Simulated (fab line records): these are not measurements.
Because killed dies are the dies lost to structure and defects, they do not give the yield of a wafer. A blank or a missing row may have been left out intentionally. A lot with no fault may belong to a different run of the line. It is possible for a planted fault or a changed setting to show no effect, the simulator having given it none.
fab line records    flow sky130
[record] lots = 7  wafers = 19  last_day = 50
route steps=708 shown SPACER@306 POLY_CUT@307 PAD_OPEN@708
lots untouched by any fault: they come from a run of this same line in which no faults occurred
start_h: hours from the record's opening day to when the first of the lot's shown wafers began    wait_h: hours from the lot's prior step to this one    " repeats the value in the row above    L1.1+2: one row covering several wafers at once    - no value, or no start given    * or withheld: withheld    < > ~ a bound
route shown NAME@n: names a module that has steps shown in the file, with the first one's number in the route    usual: mean/standard deviation of fault-free wafers    same: alike in all rows    chamber/n: place in a boat    sites: readings site by site    _std_site: standard deviation of those values    _edge_site: outer sites' mean less inner sites'    radius_mm: how far each site lies from the wafer's centre    mask NAME#n: copy n    behind: the most recent tool/chamber to have shaped the wafer    hold: reason for holding the lot/hours on hold/outcome of the hold    device: the transistor (n, p or np) that didn't switch    end of line: at the end of the route, the tests of the same wafers    for a step that has no rows: nothing shown but its recipe    killed: at the first sort, the dies lost to defects and structure; wafer yield is something else    map: dies across one wafer; x = killed, . = not, _ = none there
set.NAME: the setting that was run; set.NAME@STEP: the one run at that earlier step    model.NAME: the simulator's own value behind a step, which no gauge read
lots at some steps of the route; a table a step, a row a wafer
services: the hour from which a tool's chamber was out of use, counted from the record's first day as start_h (under 0 if before that day), plus the number of hours and why
[[steps]]
[step SKY_SPACER_ETCHBACK_02]
[recipe] chemistry = CH3F/O2  target = Si3N4  stop_on = SiO2  source_w = 400  bias_w = 80  pressure_mtorr = 25  ch3f_flow_sccm = 40  O2_flow_sccm = 30  time_s = 46.7  target_depth_a = 450
[usual] drypump_motor_current_A = 5.8/0.53  oes_product_au = 0.858/0.006  throttle_valve_pct = 10.562/0.0084
lot.wafer  tool         chamber  start_h  wait_h  drypump_motor_current_A  oes_product_au  rf_hours_counter_h  throttle_valve_pct
L356.2     rie_diel-03  1        523.10   0.0     5.9                      0.855           15                  10.568
L356.3     "            0        "        "       5.8                      0.859           70                  10.569
L356.5     "            1        "        "       5.9                      0.853           -                   10.576
L365.2     rie_diel-01  0        609.39   0.0     5.4                      0.855           6                   10.563
L365.3     "            3        "        "       5.5                      0.858           8                   10.556
L366.1     rie_diel-04  0        624.92   0.1     4.8                      0.849           11                  10.552
L366.5     "            0        "        "       4.8                      0.861           -                   10.561
L366.6     "            3        "        "       5.9                      0.855           -                   10.550
L368.2     rie_diel-01  1        634.48   0.0     6.1                      0.849           18                  10.557
L368.3     "            0        "        "       5.4                      0.859           7                   10.558
L371.1     rie_diel-01  2        654.84   0.1     6.4                      0.857           16                  10.574
L371.3     "            3        "        "       5.4                      0.850           8                   10.564
L371.4     "            1        "        "       6.2                      0.853           18                  10.563
L375.1     rie_diel-01  2        694.22   0.1     6.4                      0.867           17                  10.562
L375.3     "            3        "        "       5.4                      0.866           9                   10.562
L375.4     "            1        "        "       6.2                      0.859           19                  10.569
L379.3     rie_diel-04  3        721.93   0.0     5.8                      0.858           4                   10.566
L379.4     "            1        "        "       5.6                      0.857           7                   10.549
L379.6     "            3        "        "       5.8                      0.858           -                   10.567
[step SKY_POLY_CUT_DEHYDRATE_00]
[recipe] temp_c = 200  time_s = 60
[step SKY_POLY_CUT_HMDS_01]
[recipe] prime_time_s = 60  prime_temp_c = 120
[step SKY_POLY_CUT_COAT_02]
[recipe] resist = BARC  temp_c = withheld  time_s = withheld  spin_rpm = 3000  resist_thk_nm = 60
[step SKY_POLY_CUT_COAT_03]
[recipe] resist = KrF-thick  spin_rpm = 3000  resist_thk_nm = 450
[step SKY_POLY_CUT_SOFTBAKE_04]
[recipe] temp_c = 100  time_s = 90  resist = KrF-thick
[step SKY_POLY_CUT_EXPOSE_05]
[recipe] mask_id = NPCM  na = 0.8  source_shape = annular  sigma_inner = 0.55  sigma_outer = 0.85  target_cd_nm = 270  dose_mj = 32
[step SKY_POLY_CUT_PEB_06]
[recipe] peb_temp_c = withheld  peb_time_s = withheld  resist = KrF-thick
[step SKY_POLY_CUT_DEVELOP_07]
[recipe] develop_time_s = 60  resist = KrF-thick  dev_temp_c = 21
[step SKY_POLY_CUT_CD_MEAS_08]
[recipe] target_cd_nm = 270
[usual] cd_nm = 270.1/1.2
lot.wafer  tool       chamber  start_h  wait_h  cd_nm
L356.2     cd_sem-01  -        553.52   -       270.2
L356.3     "          -        "        "       270.1
L356.5     "          -        "        "       270.1
L365.2     cd_sem-01  -        637.95   -       270.0
L365.3     "          -        "        "       269.5
L366.1     cd_sem-01  -        653.05   -       268.2
L366.5     "          -        "        "       270.6
L366.6     "          -        "        "       270.5
L368.2     cd_sem-02  -        663.10   -       271.6
L368.3     "          -        "        "       271.6
L371.1     cd_sem-01  -        682.69   -       269.6
L371.3     "          -        "        "       271.4
L371.4     "          -        "        "       269.8
L375.1     cd_sem-02  -        721.75   -       272.0
L375.3     "          -        "        "       270.4
L375.4     "          -        "        "       271.5
L379.3     cd_sem-01  -        749.58   -       271.0
L379.4     "          -        "        "       269.8
L379.6     "          -        "        "       269.2
[step SKY_POLY_CUT_OVL_MEAS_09]
[usual] POLY_CUT_OVL = -4/5.3
lot.wafer  tool        chamber  start_h  wait_h  POLY_CUT_OVL[nm]
L356.2     overlay-02  -        553.63   0.1     -12
L356.3     "           -        "        "       -10
L356.5     "           -        "        "       -16
L365.2     overlay-01  -        638.05   0.1     -8
L365.3     "           -        "        "       3
L366.1     overlay-01  -        653.17   0.1     -2
L366.5     "           -        "        "       -7
L366.6     "           -        "        "       -5
L368.2     overlay-01  -        663.20   0.1     -7
L368.3     "           -        "        "       3
L371.1     overlay-01  -        682.81   0.1     -2
L371.3     "           -        "        "       2
L371.4     "           -        "        "       -1
L375.1     overlay-02  -        721.87   0.1     -6
L375.3     "           -        "        "       -9
L375.4     "           -        "        "       -1
L379.3     overlay-02  -        749.68   0.1     -4
L379.4     "           -        "        "       -4
L379.6     "           -        "        "       -5
[step SKY_POLY_CUT_ETCH_10]
[recipe] chemistry = N2/H2  target = BARC  ion_energy_ev = 200  source_w = 500  bias_w = 100  pressure_mtorr = 30  n2_flow_sccm = 100  h2_flow_sccm = 200  stop_on = SiO2  time_s = 45.9  target_depth_a = 600
[usual] drypump_motor_current_A = 5.7/0.57  oes_product_au = 0.855/0.0047  run_length_s = 74.2/0.48  throttle_valve_pct = 13.224/0.0085
lot.wafer  tool         chamber  start_h  wait_h  drypump_motor_current_A  oes_product_au  rf_hours_counter_h  run_length_s  throttle_valve_pct
L356.2     rie_diel-04  3        553.66   0.0     5.8                      0.851           1                   74.3          13.232
L356.3     "            1        "        "       5.6                      0.854           4                   74.0          13.230
L356.5     "            0        "        "       4.8                      0.854           -                   73.7          13.222
L365.2     rie_diel-04  0        638.08   0.0     4.8                      0.851           11                  73.6          13.229
L365.3     "            2        "        "       6.6                      0.859           3                   73.8          13.231
L366.1     rie_diel-04  3        653.21   0.0     5.9                      0.854           3                   74.5          13.213
L366.5     "            1        "        "       5.6                      0.859           -                   74.2          13.231
L366.6     "            2        "        "       6.6                      0.856           -                   73.3          13.230
L368.2     rie_diel-04  0        663.23   0.0     4.8                      0.853           11                  74.2          13.214
L368.3     "            1        "        "       5.6                      0.856           6                   73.8          13.220
L371.1     rie_diel-02  2        682.85   0.0     5.7                      0.850           11                  74.0          13.216
L371.3     "            1        "        "       5.4                      0.863           67                  75.0          13.220
L371.4     "            2        "        "       5.7                      0.850           -                   74.2          13.217
L375.1     rie_diel-01  3        721.91   0.0     5.5                      0.853           10                  73.9          13.228
L375.3     "            0        "        "       5.5                      0.856           9                   74.2          13.220
L375.4     "            2        "        "       6.4                      0.854           18                  75.1          13.232
L379.3     rie_diel-04  0        749.70   0.0     4.8                      0.864           13                  73.5          13.227
L379.4     "            2        "        "       6.6                      0.849           5                   73.6          13.223
L379.6     "            2        "        "       6.6                      0.850           -                   73.6          13.227
[step SKY_POLY_CUT_ETCH_11]
[recipe] target = Si3N4  chemistry = CF4/CH2F2/Ar  stop_on = poly-Si  source_w = 600  bias_w = 150  pressure_mtorr = 40  cf4_flow_sccm = 40  ch2f2_flow_sccm = 20  Ar_flow_sccm = 150  time_s = 42.5  target_depth_a = 600
[usual] drypump_motor_current_A = 5.7/0.57  oes_product_au = 0.829/0.007  run_length_s = 70.8/0.48  throttle_valve_pct = 14.993/0.0087
lot.wafer  tool         chamber  start_h  wait_h  drypump_motor_current_A  oes_product_au  rf_hours_counter_h  run_length_s  throttle_valve_pct
L356.2     rie_diel-04  3        553.70   0.0     5.9                      0.840           1                   71.3          15.001
L356.3     "            1        "        "       5.6                      0.831           4                   70.3          14.997
L356.5     "            0        "        "       4.8                      0.846           -                   70.3          14.984
L365.2     rie_diel-04  0        638.13   0.0     4.8                      0.867           11                  68.3          15.003
L365.3     "            2        "        "       6.6                      0.838           3                   70.2          14.986
L366.1     rie_diel-04  3        653.25   0.0     5.9                      0.822           3                   71.2          14.987
L366.5     "            1        "        "       5.6                      0.857           -                   68.6          14.993
L366.6     "            2        "        "       6.6                      0.817           -                   70.8          14.988
L368.2     rie_diel-04  0        663.28   0.0     4.8                      0.869           11                  68.5          15.003
L368.3     "            1        "        "       5.6                      0.832           6                   70.4          14.988
L371.1     rie_diel-02  2        682.89   0.0     5.7                      0.837           11                  70.9          14.983
L371.3     "            1        "        "       5.4                      0.838           67                  71.2          14.984
L371.4     "            2        "        "       5.7                      0.828           -                   70.7          15.024
L375.1     rie_diel-01  3        721.95   0.0     5.4                      0.828           10                  70.5          14.992
L375.3     "            0        "        "       5.5                      0.825           9                   71.4          15.000
L375.4     "            2        "        "       6.4                      0.833           18                  71.7          14.988
L379.3     rie_diel-04  0        749.74   0.0     4.8                      0.838           13                  70.2          14.987
L379.4     "            2        "        "       6.6                      0.835           5                   70.9          14.978
L379.6     "            2        "        "       6.6                      0.838           -                   70.1          14.994
[step SKY_POLY_CUT_STRIP_12]
[recipe] chemistry = O2/N2  power_w = 1400  pressure_mtorr = 1500  platen_temp_c = withheld  o2_flow_sccm = 3000  n2_flow_sccm = 300  overash_fraction = 0.5
[usual] drypump_motor_current_A = 6.0/0.42  o2_flow_sccm = 2999/8.6  oes_product_au = 0.453/0.0049  strip_time_to_endpoint_s = 5.359/0.014
lot.wafer  tool             chamber  start_h  wait_h  drypump_motor_current_A  o2_flow_sccm  oes_product_au  rf_hours_counter_h  strip_time_to_endpoint_s
L356.2     plasma_asher-02  0        553.74   0.0     6.5                      2991          0.460           11                  5.361
L356.3     "                1        "        "       5.7                      2977          0.459           -                   5.346
L356.5     "                1        "        "       5.8                      2991          0.461           -                   5.368
L365.2     plasma_asher-03  0        638.17   0.0     5.4                      2995          0.448           96                  5.371
L365.3     "                0        "        "       5.4                      3003          0.462           -                   5.373
L366.1     plasma_asher-03  1        653.29   0.0     6.4                      3001          0.459           97                  5.347
L366.5     "                0        "        "       5.4                      3003          0.456           -                   5.332
L366.6     "                1        "        "       6.4                      2999          0.460           -                   5.352
L368.2     plasma_asher-02  0        663.32   0.0     6.6                      2984          0.454           22                  5.356
L368.3     "                0        "        "       6.6                      2994          0.462           -                   5.353
L371.1     plasma_asher-02  1        682.93   0.0     5.8                      3016          0.455           24                  5.326
L371.3     "                1        "        "       5.8                      3003          0.456           -                   5.365
L371.4     "                0        "        "       6.5                      2992          0.456           -                   5.355
L375.1     plasma_asher-03  1        721.99   0.0     6.4                      2986          0.451           104                 5.342
L375.3     "                0        "        "       5.4                      3018          0.456           -                   5.355
L375.4     "                1        "        "       6.3                      2986          0.458           -                   5.338
L379.3     plasma_asher-03  1        749.82   0.1     6.4                      3006          0.445           -                   5.360
L379.4     "                0        "        "       5.4                      2995          0.447           -                   5.344
L379.6     "                1        "        "       6.4                      3001          0.443           -                   5.364
[step SKY_PAD_OPEN_PROBE_99]
[usual] killed_at_M0_to_M3 = 43/7.7  killed_at_M4_up = 3.1/1.7  killed_at_contacts = 23/4.8  killed_at_front_end = 15/4.5  killed_at_other = 0.3/0.58  killed_dies = 85/10  killed_open = 46/7.5  killed_short = 38/6.5
[same] gross_dies = 492  killed_at_back_side = 0
lot.wafer  tool       chamber  start_h  wait_h  killed_at_M0_to_M3  killed_at_M4_up  killed_at_contacts  killed_at_front_end  killed_at_other  killed_dies  killed_open  killed_short
L356.2     prober-02  -        1070.49  0.1     42                  3                14                  13                   0                72           36           36
L356.3     prober-02  -        1070.54  0.2     37                  4                19                  11                   1                72           45           27
L356.5     prober-02  -        1070.64  0.2     44                  4                16                  17                   0                81           37           44
L365.2     prober-02  -        1129.55  0.1     54                  0                21                  14                   0                89           44           45
L365.3     prober-02  -        1129.60  0.2     39                  4                25                  21                   0                89           47           42
L366.1     prober-01  -        1140.48  0.1     41                  3                29                  6                    2                81           39           41
L366.5     prober-01  -        1140.68  0.2     33                  3                16                  17                   0                69           31           38
L366.6     prober-01  -        1140.73  0.2     47                  3                29                  15                   0                94           57           37
L368.2     prober-02  -        1152.47  0.1     48                  0                22                  17                   1                88           53           35
L368.3     prober-02  -        1152.52  0.2     40                  4                29                  21                   0                94           54           40
L371.1     prober-01  -        1159.63  0.1     46                  1                21                  22                   0                90           51           39
L371.3     prober-01  -        1159.73  0.2     41                  8                16                  20                   1                86           51           35
L371.4     prober-01  -        1159.78  0.2     31                  3                23                  15                   0                72           42           30
L379.3     prober-01  -        1199.30  0.2     39                  2                22                  11                   0                74           32           38
L379.4     prober-01  -        1199.35  0.2     34                  3                28                  15                   1                81           47           31
L379.6     prober-01  -        1199.45  0.2     42                  1                27                  20                   0                90           54           34
// killed by level:class
L356.2 VIA2:geometric_particle:open=12 VIA1:geometric_particle:open=8 METAL1:geometric_particle:short=7 METAL2:geometric_particle:short=6 FIELD_ISO:geometric_particle:open=4 VIA1:geometric_particle:short=4 LOCAL_INTERCONNECT:geometric_particle:short=4 CONTACT:geometric_particle:open=4
L356.3 VIA1:geometric_particle:open=13 LOCAL_INTERCONNECT:geometric_particle:short=7 CONTACT:geometric_particle:open=6 VIA2:geometric_particle:open=6 VIA3:geometric_particle:open=6 POLY_GATE:geometric_particle:open=4 LI_CONTACT:geometric_particle:open=4 METAL4:geometric_particle:short=4
L356.5 VIA1:geometric_particle:open=10 METAL1:geometric_particle:short=6 VIA2:geometric_particle:short=5 VIA3:geometric_particle:open=5 FIELD_ISO:geometric_particle:short=4 POLY_GATE:geometric_particle:short=4 POLY_GATE:geometric_particle:open=4 LI_CONTACT:geometric_particle:open=4
L365.2 VIA1:geometric_particle:open=11 VIA1:geometric_particle:short=8 VIA2:geometric_particle:open=8 CONTACT:geometric_particle:open=6 CONTACT:geometric_particle:short=6 METAL2:geometric_particle:short=6 VIA3:geometric_particle:short=5 FIELD_ISO:geometric_particle:open=4
L365.3 VIA1:geometric_particle:open=11 CONTACT:geometric_particle:open=10 METAL2:geometric_particle:short=8 FIELD_ISO:geometric_particle:short=7 LI_CONTACT:geometric_particle:open=6 POLY_GATE:geometric_particle:short=4 POLY_GATE:geometric_particle:open=4 METAL1:geometric_particle:short=4
L366.1 LI_CONTACT:geometric_particle:open=9 VIA1:geometric_particle:open=9 CONTACT:geometric_particle:open=8 VIA3:geometric_particle:short=8 LOCAL_INTERCONNECT:geometric_particle:short=5 VIA3:geometric_particle:open=5 METAL2:geometric_particle:short=4 CONTACT:geometric_particle:short=4
L366.5 METAL2:geometric_particle:short=9 CONTACT:geometric_particle:open=5 METAL1:geometric_particle:short=5 POLY_GATE:geometric_particle:open=4 LOCAL_INTERCONNECT:geometric_particle:short=4 VIA3:geometric_particle:short=4 FIELD_ISO:geometric_particle:open=3 METAL2:geometric_particle:open=3
L366.6 VIA1:geometric_particle:open=14 CONTACT:geometric_particle:open=13 VIA2:geometric_particle:open=9 LI_CONTACT:geometric_particle:short=6 LI_CONTACT:geometric_particle:open=6 METAL2:geometric_particle:short=6 POLY_GATE:geometric_particle:open=4 VIA1:geometric_particle:short=4
L368.2 VIA1:geometric_particle:open=14 CONTACT:geometric_particle:open=8 VIA3:geometric_particle:open=7 METAL2:geometric_particle:short=6 POLY_GATE:geometric_particle:short=5 CONTACT:geometric_particle:short=5 VIA1:geometric_particle:short=5 VIA2:geometric_particle:open=5
L368.3 LI_CONTACT:geometric_particle:open=11 CONTACT:geometric_particle:open=10 VIA3:geometric_particle:open=7 METAL1:geometric_particle:short=6 POLY_GATE:geometric_particle:short=6 VIA1:geometric_particle:open=6 FIELD_ISO:geometric_particle:open=5 POLY_GATE:geometric_particle:open=5
L371.1 VIA1:geometric_particle:open=18 CONTACT:geometric_particle:open=7 VIA1:geometric_particle:short=7 FIELD_ISO:geometric_particle:open=6 POLY_GATE:geometric_particle:short=6 LI_CONTACT:geometric_particle:open=6 METAL2:geometric_particle:short=5 LOCAL_INTERCONNECT:geometric_particle:short=4
L371.3 VIA2:geometric_particle:open=9 VIA1:geometric_particle:open=8 VIA1:geometric_particle:short=8 LI_CONTACT:geometric_particle:open=8 METAL4:geometric_particle:short=6 FIELD_ISO:geometric_particle:short=5 FIELD_ISO:geometric_particle:open=5 VIA3:geometric_particle:open=5
L371.4 LI_CONTACT:geometric_particle:open=10 CONTACT:geometric_particle:open=7 VIA3:geometric_particle:open=6 VIA1:geometric_particle:open=5 POLY_GATE:geometric_particle:open=4 METAL1:geometric_particle:short=4 VIA1:geometric_particle:short=4 METAL2:geometric_particle:short=4
L379.3 VIA1:geometric_particle:open=10 METAL1:geometric_particle:short=8 LI_CONTACT:geometric_particle:open=6 METAL3:geometric_particle:short=5 CONTACT:geometric_particle:open=5 LOCAL_INTERCONNECT:geometric_particle:short=4 FIELD_ISO:geometric_particle:short=3 CONTACT:geometric_particle:short=3
L379.4 VIA1:geometric_particle:open=11 LI_CONTACT:geometric_particle:open=10 CONTACT:geometric_particle:open=9 METAL1:geometric_particle:short=6 LOCAL_INTERCONNECT:geometric_particle:short=5 FIELD_ISO:geometric_particle:open=4 FIELD_ISO:geometric_particle:short=3 VIA3:geometric_particle:short=3
L379.6 CONTACT:geometric_particle:open=11 VIA1:geometric_particle:open=10 FIELD_ISO:geometric_particle:open=8 LOCAL_INTERCONNECT:geometric_particle:short=6 METAL1:geometric_particle:short=6 VIA2:geometric_particle:open=6 FIELD_ISO:geometric_particle:short=5 CONTACT:geometric_particle:short=5
[[services]]
tool             chamber  start_h  hours  kind
rie_diel-04      0        504.94   13.4   repair
rie_diel-04      1        517.89   14.9   repair
rie_diel-04      2        535.50   3.8    repair
rie_diel-02      3        553.03   5.9    repair
rie_diel-01      3        556.83   1.4    repair
rie_diel-01      3        567.69   21.2   repair
rie_diel-04      -        573.06   0.4    repair
rie_diel-01      0        585.98   5.8    repair
rie_diel-01      1        586.90   9.4    repair
plasma_asher-02  -        597.31   1.0    repair
rie_diel-01      -        617.45   2.8    pm
rie_diel-03      2        638.48   8.0    repair
rie_diel-02      0        645.13   132.0  repair
rie_diel-02      2        653.38   5.6    repair
rie_diel-04      1        668.75   7.0    repair
rie_diel-02      3        669.21   1.9    repair
rie_diel-03      -        678.53   0.4    repair
rie_diel-03      0        695.91   18.8   repair
rie_diel-01      -        704.60   0.2    repair
plasma_asher-03  -        733.75   9.0    pm
plasma_asher-03  0        733.75   9.0    vent_cycle
plasma_asher-03  1        733.75   9.0    vent_cycle
plasma_asher-02  -        741.02   45.4   pm
plasma_asher-03  0        742.75   -      clean
[[key]]
[first_sign] step = SKY_POLY_CUT_ETCH_11  reading = oes_product_au  direction = up  sigmas = 5.1  usual = 0.829  struck = 0.864
[effect] step = SKY_POLY_CUT_ETCH_11  reading = run_length_s  direction = down  sigmas = 4.8  usual = *  struck = *
met_at SKY_POLY_CUT_ETCH_11
struck_wafers L365.2,L366.5,L368.2
tester_left_out L365,L366,L368
onset_between 553.70 638.13
[fault] kind = process_parameter_drift  tool = rie_diel-04  chamber = -  onset_h = 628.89  steps = SKY_POLY_CUT_ETCH_11  channel = time_s  offset = *  shape = step  end_h = 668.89  scope = struck_wafers_only  acts_in = *  stated = *
// tester_left_out: of these lots the tester's yield and bins aren't shown, on N5 and GAA mostly nor the transistor test; their killed dies are dies lost to structure and defects alone, not to doping, threshold or leakage, so they don't give the yield
